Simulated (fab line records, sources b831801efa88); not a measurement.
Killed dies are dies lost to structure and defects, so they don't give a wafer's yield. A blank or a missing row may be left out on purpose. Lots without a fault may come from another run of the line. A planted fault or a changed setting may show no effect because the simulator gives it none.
fab line records | flow gf180mcu
record lots=24 wafers=72 last_day=34
route steps=602 shown M3@409 V4@499 MIM@508 M5@536 V5@543
lots that met no fault: from a run of the same line without faults
start_h: hours from the record's first day to the start of the lot's first wafer shown | wait_h: hours since the lot's step before | " the same as in the row above | L1.1+2: a row that stands for several wafers | - no value, or no start given | * or withheld: withheld | < > ~ a bound
route shown NAME@n: a module of which the file shows steps, and the number in the route of the first | usual: mean/standard deviation of fault-free wafers | same: alike in all rows | chamber/n: place in a boat | sites: the reading at each site | _std_site: their standard deviation | _edge_site: outer sites' mean less inner sites' | radius_mm: how far each site lies from the wafer's centre | mask NAME#n: copy n | behind: the tool/chamber that last shaped the wafer | hold: why the lot was held/for how many hours/how that ended | device: the transistor (n, p or np) that didn't switch | end of line: the same wafers' tests at the end of the route | a step without rows: its recipe alone | killed: dies lost to structure and defects at the first sort, not the wafer's yield | map: a wafer's dies, x killed, . not, _ none there
set.NAME: the setting as run; set.NAME@STEP: as run at that earlier step | model.NAME: the simulator's own value behind a step, which no gauge read
steps of the route over a sample of lots; a table a step, a row a wafer
services: from which hour (start_h, from the record's first day; less than 0 if before it) a tool's chamber was out of use, for how many hours, and why
## steps
# step GF_M3_SPUTTER_00
# recipe material=Ti target_thk_nm=37.5 arriving_ion_energy_ev=80 substrate_temp_c=200 chamber_pressure_pa=2 power_w=4000 time_s=150
# usual chamber_pressure_pa=2.000/0.0036 throttle_valve_pct=30.2/0.61
# same time_s=150
# columns lot.wafer tool chamber start_h wait_h chamber_pressure_pa throttle_valve_pct
L074.2 pvd_sputter-01 - 452.14 0.1 1.998 29.9
L074.3 " - " " 1.998 30.0
L074.4 " - " " 1.998 29.7
L075.2 pvd_sputter-03 - 464.39 0.2 2.000 30.3
L075.3 " - " " 1.992 30.4
L075.5 " - " " 2.000 31.4
L076.2 pvd_sputter-03 - 501.84 0.1 2.000 30.5
L076.5 " - " " 1.998 31.2
L076.6 " - " " 1.996 29.9
L077.1 pvd_sputter-01 - 507.74 0.1 1.999 29.5
L077.4 " - " " 1.996 29.7
L077.6 " - " " 1.999 29.8
L079.1 pvd_sputter-03 - 508.69 0.1 2.001 31.1
L079.4 " - " " 1.996 30.3
L079.6 " - " " 2.000 30.5
L078.1 pvd_sputter-04 - 508.91 0.2 2.002 29.8
L078.4 " - " " 2.002 29.2
L078.6 " - " " 1.998 29.5
L080.1 pvd_sputter-01 - 516.99 0.2 2.003 30.1
L080.4 " - " " 2.004 29.5
L080.6 " - " " 2.004 29.5
L081.3 pvd_sputter-03 - 530.20 0.2 2.005 30.5
L081.4 " - " " 2.001 30.2
L081.5 " - " " 2.000 31.3
L082.1 pvd_sputter-01 - 536.07 0.1 2.005 30.0
L082.2 " - " " 1.993 30.0
L082.3 " - " " 1.999 29.6
L083.1 pvd_sputter-04 - 549.30 0.1 1.990 29.6
L083.2 " - " " 2.004 29.8
L083.3 " - " " 2.003 30.3
L084.1 pvd_sputter-01 - 560.84 0.1 2.002 29.3
L084.5 " - " " 2.002 30.0
L084.6 " - " " 1.997 29.7
L085.1 pvd_sputter-03 - 566.85 0.1 2.000 31.0
L085.3 " - " " 2.001 31.3
L085.4 " - " " 1.995 30.6
L086.2 pvd_sputter-04 - 567.84 0.1 2.004 29.2
L086.4 " - " " 1.991 29.3
L086.5 " - " " 2.001 29.5
L087.2 pvd_sputter-04 - 576.36 0.2 1.998 30.3
L087.3 " - " " 2.005 29.6
L087.6 " - " " 2.005 30.5
L088.1 pvd_sputter-01 - 591.59 0.2 2.005 29.4
L088.2 " - " " 2.003 30.1
L088.5 " - " " 2.002 29.6
L089.2 pvd_sputter-03 - 594.45 0.2 2.002 31.0
L089.3 " - " " 2.002 31.3
L089.5 " - " " 2.000 30.6
L090.1 pvd_sputter-04 - 604.11 0.1 2.003 29.6
L090.2 " - " " 2.000 30.6
L090.3 " - " " 1.999 29.3
L091.2 pvd_sputter-04 - 607.86 0.2 1.997 30.4
L091.3 " - " " 2.002 30.0
L091.4 " - " " 1.998 29.6
L092.1 pvd_sputter-03 - 615.95 0.2 1.999 31.1
L092.2 " - " " 2.005 31.4
L092.4 " - " " 2.006 30.1
L093.4 pvd_sputter-03 - 622.30 0.1 2.001 31.0
L093.5 " - " " 1.995 30.1
L093.6 " - " " 1.998 31.1
L094.2 pvd_sputter-04 - 629.91 0.1 2.004 30.5
L094.4 " - " " 1.994 29.6
L094.6 " - " " 2.003 29.5
L095.1 pvd_sputter-03 - 634.54 0.2 2.002 31.2
L095.3 " - " " 1.996 30.6
L095.6 " - " " 2.004 31.1
L096.1 pvd_sputter-03 - 641.24 0.2 2.000 30.5
L096.2 " - " " 2.000 30.0
L096.5 " - " " 2.002 30.3
L097.1 pvd_sputter-04 - 649.80 0.2 2.001 30.0
L097.2 " - " " 2.001 29.3
L097.6 " - " " 2.003 30.3
# step GF_V4_CVD_23
# recipe material=W target_thk_nm=350 time_s=104.9 temp_c=400 pressure_torr=40
# usual heater_power_w=801/35
# same time_s=104.9
# columns lot.wafer tool chamber start_h wait_h heater_power_w
L074.2 cvd_w-01 1 551.91 0.0 756
L074.3 " 1 " " 765
L074.4 " 0 " " 821
L075.2 cvd_w-02 0 562.79 0.0 781
L075.3 " 1 " " 855
L075.5 " 1 " " 834
L076.2 cvd_w-01 0 596.92 0.0 825
L076.5 " 0 " " 832
L076.6 " 1 " " 759
L077.1 cvd_w-01 0 600.72 0.0 808
L077.4 " 0 " " 797
L077.6 " 0 " " 811
L079.1 cvd_w-02 1 601.50 0.0 828
L079.4 " 0 " " 763
L079.6 " 0 " " 749
L078.1 cvd_w-02 1 603.34 0.0 836
L078.4 " 1 " " 879
L078.6 " 1 " " 829
L080.1 cvd_w-01 1 609.74 0.0 750
L080.4 " 1 " " 751
L080.6 " 1 " " 755
L081.3 cvd_w-01 0 622.31 0.1 801
L081.4 " 1 " " 763
L081.5 " 0 " " 803
L082.1 cvd_w-01 1 626.82 0.0 772
L082.2 " 0 " " 814
L082.3 " 0 " " 823
L083.1 cvd_w-02 1 639.44 0.0 819
L083.2 " 0 " " 760
L083.3 " 0 " " 759
L084.1 cvd_w-01 0 648.56 0.0 803
L084.5 " 0 " " 829
L084.6 " 1 " " 778
L085.1 cvd_w-02 1 654.47 0.0 837
L085.3 " 0 " " 752
L085.4 " 1 " " 863
L086.2 cvd_w-01 0 655.14 0.0 803
L086.4 " 0 " " 823
L086.5 " 0 " " 814
L087.2 cvd_w-02 1 663.76 0.0 848
L087.3 " 0 " " 771
L087.6 " 0 " " 798
L088.1 cvd_w-02 1 675.41 0.0 816
L088.2 " 1 " " 848
L088.5 " 1 " " 843
L089.2 cvd_w-02 1 679.50 0.0 847
L089.3 " 1 " " 845
L089.5 " 0 " " 776
L090.1 cvd_w-02 0 688.23 0.0 777
L090.2 " 1 " " 844
L090.3 " 1 " " 836
L091.2 cvd_w-02 0 690.58 0.0 778
L091.3 " 0 " " 770
L091.4 " 1 " " 824
L092.1 cvd_w-02 1 698.86 0.0 842
L092.2 " 0 " " 780
L092.4 " 1 " " 859
L093.4 cvd_w-01 0 705.61 0.1 832
L093.5 " 1 " " 768
L093.6 " 0 " " 779
L094.2 cvd_w-02 1 711.79 0.0 857
L094.4 " 1 " " 844
L094.6 " 0 " " 763
L095.1 cvd_w-01 0 715.99 0.0 822
L095.3 " 1 " " 766
L095.6 " 0 " " 820
L096.1 cvd_w-01 1 722.67 0.0 757
L096.2 " 0 " " 798
L096.5 " 1 " " 761
L097.1 cvd_w-02 1 730.45 0.0 856
L097.2 " 0 " " 768
L097.6 " 0 " " 766
# step GF_MIM_CVD_05
# recipe material=Si3N4 target_thk_nm=42 temp_max_c=400 temp_c=385 time_s=29.086 rf_w=450
# usual heater_power_w=620/73
# same time_s=29.086
# columns lot.wafer tool chamber start_h wait_h heater_power_w
L074.2 pecvd-01 2 552.72 0.0 535
L074.3 " 1 " " 612
L074.4 " 2 " " 529
L075.2 pecvd-02 2 563.61 0.0 545
L075.3 " 1 " " 619
L075.5 " 2 " " 559
L076.2 pecvd-02 0 597.73 0.0 624
L076.5 " 1 " " 629
L076.6 " 2 " " 667
L077.1 pecvd-02 1 601.53 0.0 617
L077.4 " 0 " " 635
L077.6 " 2 " " 598
L079.1 pecvd-02 0 602.32 0.0 571
L079.4 " 1 " " 641
L079.6 " 2 " " 646
L078.1 pecvd-02 1 604.16 0.0 623
L078.4 " 2 " " 647
L078.6 " 0 " " 605
L080.1 pecvd-02 1 610.56 0.0 583
L080.4 " 0 " " 622
L080.6 " 1 " " 595
L081.3 pecvd-04 1 623.08 0.0 555
L081.4 " 2 " " 625
L081.5 " 1 " " 558
L082.1 pecvd-04 0 627.63 0.0 720
L082.2 " 2 " " 655
L082.3 " 1 " " 511
L083.1 pecvd-04 2 640.64 0.0 739
L083.2 " 0 " " 728
L083.3 " 1 " " 519
L084.1 pecvd-04 1 649.38 0.0 559
L084.5 " 2 " " 693
L084.6 " 0 " " 812
L085.1 pecvd-04 0 655.28 0.0 737
L085.3 " 1 " " 505
L085.4 " 0 " " 737
L086.2 pecvd-01 2 655.96 0.0 564
L086.4 " 2 " " 584
L086.5 " 1 " " 602
L087.2 pecvd-04 0 664.57 0.0 808
L087.3 " 2 " " 648
L087.6 " 1 " " 559
L088.1 pecvd-01 2 676.33 0.0 608
L088.2 " 1 " " 636
L088.5 " 2 " " 625
L089.2 pecvd-01 1 680.32 0.0 669
L089.3 " 2 " " 649
L089.5 " 1 " " 656
L090.1 pecvd-04 1 689.04 0.0 566
L090.2 " 0 " " 794
L090.3 " 2 " " 575
L091.2 pecvd-02 2 691.40 0.0 619
L091.3 " 0 " " 630
L091.4 " 1 " " 621
L092.1 pecvd-01 1 699.67 0.0 642
L092.2 " 2 " " 629
L092.4 " 0 " " 560
L093.4 pecvd-02 2 706.40 0.0 574
L093.5 " 1 " " 619
L093.6 " 0 " " 564
L094.2 pecvd-01 2 712.61 0.0 668
L094.4 " 2 " " 655
L094.6 " 1 " " 534
L095.1 pecvd-04 0 716.81 0.0 744
L095.3 " 1 " " 581
L095.6 " 2 " " 713
L096.1 pecvd-02 2 723.49 0.0 622
L096.2 " 1 " " 561
L096.5 " 1 " " 567
L097.1 pecvd-04 1 731.26 0.0 471
L097.2 " 2 " " 639
L097.6 " 0 " " 699
# step GF_M5_METAL_ETCH_10
# recipe chemistry=Cl2/BCl3 mask_material=KrF target_depth_nm=627.5 stop_on=SiO2 pressure_mtorr=8 icp_w=800 bias_w=140 Cl2_flow_sccm=80 bcl3_flow_sccm=40 time_s=104.6
# usual bias_w=140.0/0.4 drypump_motor_current_A=5.63/0.18 he_backside_leak_sccm=3.30/0.23 oes_product_au=0.970/0.0073 throttle_valve_pct=28.252/0.0098
# same time_s=104.6
# columns lot.wafer tool chamber start_h wait_h bias_w drypump_motor_current_A he_backside_leak_sccm oes_product_au rf_hours_counter_h throttle_valve_pct
L074.2 rie_metal-04 0 596.51 0.0 140.1 5.67 3.26 0.981 11 28.254
L074.3 " 0 " " 140.4 5.66 3.35 0.984 - 28.230
L074.4 " 1 " " 139.9 5.55 3.33 0.968 - 28.235
L075.2 rie_metal-03 1 606.48 0.0 140.6 5.16 3.02 0.969 10 28.259
L075.3 " 0 " " 140.9 5.86 3.51 0.985 - 28.254
L075.5 " 1 " " 140.9 5.18 3.13 0.974 - 28.248
L076.2 rie_metal-02 1 638.60 0.0 139.5 5.83 3.24 0.975 4 28.260
L076.5 " 0 " " 139.7 5.57 3.51 0.979 - 28.250
L076.6 " 1 " " 139.9 5.84 3.10 0.977 - 28.253
L077.1 rie_metal-02 1 642.55 0.0 139.5 5.85 3.44 0.969 5 28.240
L077.4 " 1 " " 139.6 5.85 3.57 0.971 - 28.261
L077.6 " 1 " " 139.6 5.85 3.16 0.965 - 28.261
L079.1 rie_metal-04 0 643.33 0.0 139.6 5.66 3.36 0.979 12 28.243
L079.4 " 0 " " 140.4 5.66 3.41 0.968 - 28.258
L079.6 " 0 " " 139.7 5.66 3.20 0.975 - 28.250
L078.1 rie_metal-03 1 645.18 0.0 139.9 5.18 3.07 0.975 12 28.263
L078.4 " 1 " " 140.4 5.23 3.15 0.974 - 28.250
L078.6 " 1 " " 139.6 5.20 3.18 0.964 - 28.251
L080.1 rie_metal-02 1 649.93 0.0 139.7 5.83 3.25 0.962 5 28.255
L080.4 " 1 " " 140.1 5.83 3.35 0.969 - 28.233
L080.6 " 1 " " 139.8 5.84 3.50 0.966 - 28.248
L081.3 rie_metal-04 1 663.72 0.0 140.7 5.51 3.20 0.969 - 28.251
L081.4 " 0 " " 139.9 5.66 3.20 0.984 - 28.255
L081.5 " 1 " " 140.3 5.54 3.16 0.967 - 28.261
L082.1 rie_metal-04 1 667.15 0.0 140.6 5.54 3.20 0.975 0 28.241
L082.2 " 0 " " 140.0 5.68 3.25 0.969 13 28.252
L082.3 " 1 " " 140.8 5.60 3.23 0.991 - 28.254
L083.1 rie_metal-02 1 680.10 0.0 140.0 5.84 3.39 0.971 6 28.253
L083.2 " 0 " " 139.6 5.55 3.44 0.963 11 28.251
L083.3 " 0 " " 139.4 5.55 3.48 0.969 - 28.245
L084.1 rie_metal-02 1 688.19 0.0 139.7 5.86 3.42 0.971 6 28.245
L084.5 " 1 " " 139.4 5.84 3.06 0.971 - 28.240
L084.6 " 0 " " 140.6 5.56 3.55 0.977 - 28.253
L085.1 rie_metal-02 0 693.08 0.0 140.2 5.55 3.37 0.966 12 28.254
L085.3 " 0 " " 139.7 5.53 3.41 0.978 - 28.256
L085.4 " 1 " " 140.4 5.83 3.32 0.971 - 28.257
L086.2 rie_metal-04 1 693.43 0.0 140.5 5.54 3.19 0.964 1 28.242
L086.4 " 0 " " 140.1 5.67 3.31 0.969 - 28.242
L086.5 " 0 " " 139.6 5.65 3.37 0.961 - 28.267
L087.2 rie_metal-04 0 702.76 0.0 139.8 5.66 3.23 0.971 15 28.250
L087.3 " 1 " " 140.1 5.53 3.27 0.977 - 28.247
L087.6 " 1 " " 140.3 5.52 3.29 0.978 - 28.255
L088.1 rie_metal-04 0 714.08 0.0 140.6 5.68 3.18 0.966 15 28.258
L088.2 " 1 " " 139.8 5.55 3.28 0.960 2 28.262
L088.5 " 1 " " 139.3 5.53 3.25 0.967 - 28.248
L089.2 rie_metal-02 1 718.00 0.0 140.0 5.82 3.38 0.962 8 28.261
L089.3 " 1 " " 139.8 5.84 3.44 0.957 - 28.274
L089.5 " 1 " " 140.1 5.83 3.45 0.964 - 28.261
L090.1 rie_metal-02 0 726.15 0.0 140.4 5.55 3.39 0.963 0 28.240
L090.2 " 1 " " 139.6 5.84 3.07 0.967 8 28.244
L090.3 " 1 " " 139.7 5.83 3.35 0.967 - 28.241
L091.2 rie_metal-02 1 728.70 0.0 139.6 5.84 3.14 0.976 8 28.255
L091.3 " 0 " " 140.0 5.55 3.35 0.970 - 28.263
L091.4 " 1 " " 139.2 5.85 3.16 0.972 - 28.238
L092.1 rie_metal-02 0 736.48 0.0 140.4 5.55 3.49 0.985 1 28.248
L092.2 " 1 " " 140.7 5.85 3.22 0.968 9 28.256
L092.4 " 0 " " 140.4 5.56 3.58 0.973 - 28.249
L093.4 rie_metal-02 0 742.42 0.0 140.0 5.55 3.51 0.965 - 28.249
L093.5 " 0 " " 139.6 5.57 3.45 0.985 - 28.252
L093.6 " 1 " " 139.8 5.83 2.87 0.971 - 28.267
L094.2 rie_metal-04 1 748.38 0.0 139.3 5.55 3.23 0.964 5 28.269
L094.4 " 1 " " 139.3 5.56 3.16 0.954 - 28.278
L094.6 " 1 " " 139.6 5.54 3.09 0.979 - 28.231
L095.1 rie_metal-03 1 751.83 0.0 139.7 5.22 3.07 0.975 1 28.253
L095.3 " 0 " " 139.9 5.86 3.26 0.970 - 28.254
L095.6 " 0 " " 140.2 5.84 3.27 0.973 - 28.251
L096.1 rie_metal-04 0 757.73 0.0 140.1 5.67 3.42 0.967 0 28.256
L096.2 " 1 " " 139.8 5.54 3.22 0.958 5 28.245
L096.5 " 1 " " 139.9 5.52 3.18 0.967 - 28.277
L097.1 rie_metal-02 0 765.45 0.0 139.8 5.54 3.51 0.974 2 28.247
L097.2 " 1 " " 140.1 5.84 3.31 0.968 10 28.259
L097.6 " 0 " " 139.9 5.55 3.48 0.969 - 28.259
# step GF_V5_THK_MEAS_03
# recipe reads=SiO2_of_V5_CVD_02
# usual V5_CVD_02_THK=1461/26
# columns lot.wafer tool chamber start_h wait_h V5_CVD_02_THK[nm]
L074.2 film_metro-04 - 597.71 0.1 1434
L074.3 " - " " 1443
L074.4 " - " " 1476
L075.2 film_metro-02 - 607.46 0.1 1459
L075.3 " - " " 1442
L075.5 " - " " 1478
L076.2 film_metro-04 - 639.47 0.1 1474
L076.5 " - " " 1484
L076.6 " - " " 1495
L077.1 film_metro-02 - 643.41 0.1 1484
L077.4 " - " " 1502
L077.6 " - " " 1462
L079.1 film_metro-01 - 644.22 0.1 1458
L079.4 " - " " 1455
L079.6 " - " " 1469
L078.1 film_metro-01 - 646.16 0.1 1434
L078.4 " - " " 1453
L078.6 " - " " 1483
L080.1 film_metro-02 - 650.82 0.1 1442
L080.4 " - " " 1454
L080.6 " - " " 1450
L081.3 film_metro-04 - 664.64 0.1 1471
L081.4 " - " " 1477
L081.5 " - " " 1468
L082.1 film_metro-04 - 668.04 0.1 1443
L082.2 " - " " 1455
L082.3 " - " " 1449
L083.1 film_metro-04 - 680.96 0.1 1437
L083.2 " - " " 1432
L083.3 " - " " 1405
L084.1 film_metro-02 - 689.69 0.3 1433
L084.5 " - " " 1452
L084.6 " - " " 1470
L085.1 film_metro-04 - 693.97 0.1 1461
L085.3 " - " " 1465
L085.4 " - " " 1486
L086.2 film_metro-02 - 694.63 0.2 1463
L086.4 " - " " 1439
L086.5 " - " " 1448
L087.2 film_metro-04 - 703.64 0.1 1491
L087.3 " - " " 1472
L087.6 " - " " 1514
L088.1 film_metro-02 - 714.94 0.1 1499
L088.2 " - " " 1482
L088.5 " - " " 1502
L089.2 film_metro-02 - 718.88 0.1 1490
L089.3 " - " " 1478
L089.5 " - " " 1495
L090.1 film_metro-04 - 727.02 0.1 1454
L090.2 " - " " 1423
L090.3 " - " " 1418
L091.2 film_metro-01 - 729.60 0.1 1434
L091.3 " - " " 1437
L091.4 " - " " 1469
L092.1 film_metro-01 - 737.34 0.1 1486
L092.2 " - " " 1480
L092.4 " - " " 1512
L093.4 film_metro-02 - 743.31 0.0 1471
L093.5 " - " " 1430
L093.6 " - " " 1460
L094.2 film_metro-01 - 749.25 0.1 1420
L094.4 " - " " 1445
L094.6 " - " " 1454
L095.1 film_metro-04 - 752.71 0.1 1439
L095.3 " - " " 1441
L095.6 " - " " 1478
L096.1 film_metro-01 - 758.59 0.1 1454
L096.2 " - " " 1431
L096.5 " - " " 1466
L097.1 film_metro-02 - 766.35 0.1 1481
L097.2 " - " " 1471
L097.6 " - " " 1487
# step GF_V5_RS_MEAS_24
# recipe thk_meas_gauge=four-point-probe reads=W_of_V5_CVD_23+TiN_of_V5_SPUTTER_22+Ti_of_V5_SPUTTER_21
# usual V5_W_RS=0.330/0.005
# columns lot.wafer tool chamber start_h wait_h V5_W_RS[ohm/sq]
L074.2 film_metro-04 - 619.38 0.1 0.330
L074.3 " - " " 0.328
L074.4 " - " " 0.325
L075.2 film_metro-02 - 628.30 0.1 0.322
L075.3 " - " " 0.327
L075.5 " - " " 0.325
L076.2 film_metro-02 - 660.02 0.1 0.324
L076.5 " - " " 0.325
L076.6 " - " " 0.325
L077.1 film_metro-01 - 664.64 0.1 0.328
L077.4 " - " " 0.330
L077.6 " - " " 0.334
L079.1 film_metro-02 - 665.42 0.1 0.322
L079.4 " - " " 0.322
L079.6 " - " " 0.321
L078.1 film_metro-04 - 667.08 0.1 0.325
L078.4 " - " " 0.324
L078.6 " - " " 0.325
L080.1 film_metro-02 - 672.02 0.1 0.335
L080.4 " - " " 0.330
L080.6 " - " " 0.326
L081.3 film_metro-02 - 684.47 0.1 0.336
L081.4 " - " " 0.333
L081.5 " - " " 0.336
L082.1 film_metro-04 - 688.77 0.1 0.332
L082.2 " - " " 0.332
L082.3 " - " " 0.335
L083.1 film_metro-02 - 701.41 0.1 0.323
L083.2 " - " " 0.323
L083.3 " - " " 0.322
L084.1 film_metro-02 - 710.67 0.1 0.337
L084.5 " - " " 0.330
L084.6 " - " " 0.339
L085.1 film_metro-01 - 713.99 0.1 0.329
L085.3 " - " " 0.326
L085.4 " - " " 0.330
L086.2 film_metro-02 - 714.67 0.1 0.324
L086.4 " - " " 0.328
L086.5 " - " " 0.323
L087.2 film_metro-04 - 723.12 0.1 0.325
L087.3 " - " " 0.322
L087.6 " - " " 0.324
L088.1 film_metro-01 - 734.09 0.1 0.330
L088.2 " - " " 0.329
L088.5 " - " " 0.328
L089.2 film_metro-04 - 737.94 0.1 0.329
L089.3 " - " " 0.328
L089.5 " - " " 0.326
L090.1 film_metro-02 - 745.04 0.1 0.333
L090.2 " - " " 0.332
L090.3 " - " " 0.333
L091.2 film_metro-01 - 748.76 0.1 0.332
L091.3 " - " " 0.339
L091.4 " - " " 0.331
L092.1 film_metro-01 - 755.96 0.1 0.330
L092.2 " - " " 0.332
L092.4 " - " " 0.330
L093.4 film_metro-01 - 761.56 0.1 0.338
L093.5 " - " " 0.335
L093.6 " - " " 0.337
L094.2 film_metro-04 - 767.82 0.1 0.337
L094.4 " - " " 0.340
L094.6 " - " " 0.332
L095.1 film_metro-02 - 770.08 0.1 0.333
L095.3 " - " " 0.333
L095.6 " - " " 0.329
L096.1 film_metro-02 - 776.57 0.1 0.332
L096.2 " - " " 0.338
L096.5 " - " " 0.332
L097.1 film_metro-01 - 783.25 0.1 0.336
L097.2 " - " " 0.332
L097.6 " - " " 0.330
## services
# columns tool chamber start_h hours kind
pecvd-01 - 430.43 1.1 repair
rie_metal-04 0 461.72 7.0 repair
rie_metal-04 1 470.66 29.6 repair
rie_metal-03 - 496.12 0.7 repair
pvd_sputter-01 - 517.94 1.8 repair
cvd_w-01 - 536.50 0.3 repair
pecvd-01 - 591.12 14.0 pm
pvd_sputter-04 - 593.23 0.8 repair
pecvd-01 - 606.31 6.0 pm
rie_metal-02 - 610.44 28.1 pm
pecvd-01 1 612.93 5.1 repair
cvd_w-02 - 632.35 6.9 pm
pecvd-04 - 637.79 0.6 repair
pecvd-02 - 638.73 2.8 pm
pvd_sputter-04 - 650.40 0.8 repair
pecvd-02 - 662.69 2.6 repair
pvd_sputter-01 - 667.28 1.5 repair
cvd_w-02 0 670.93 4.7 repair
rie_metal-02 - 674.66 2.8 pm
pvd_sputter-01 - 682.94 19.3 repair
pvd_sputter-04 - 697.68 1.8 repair
pvd_sputter-01 - 700.36 5.5 repair
pecvd-02 - 721.82 0.9 repair
cvd_w-01 1 734.43 9.8 repair
## key
fault none
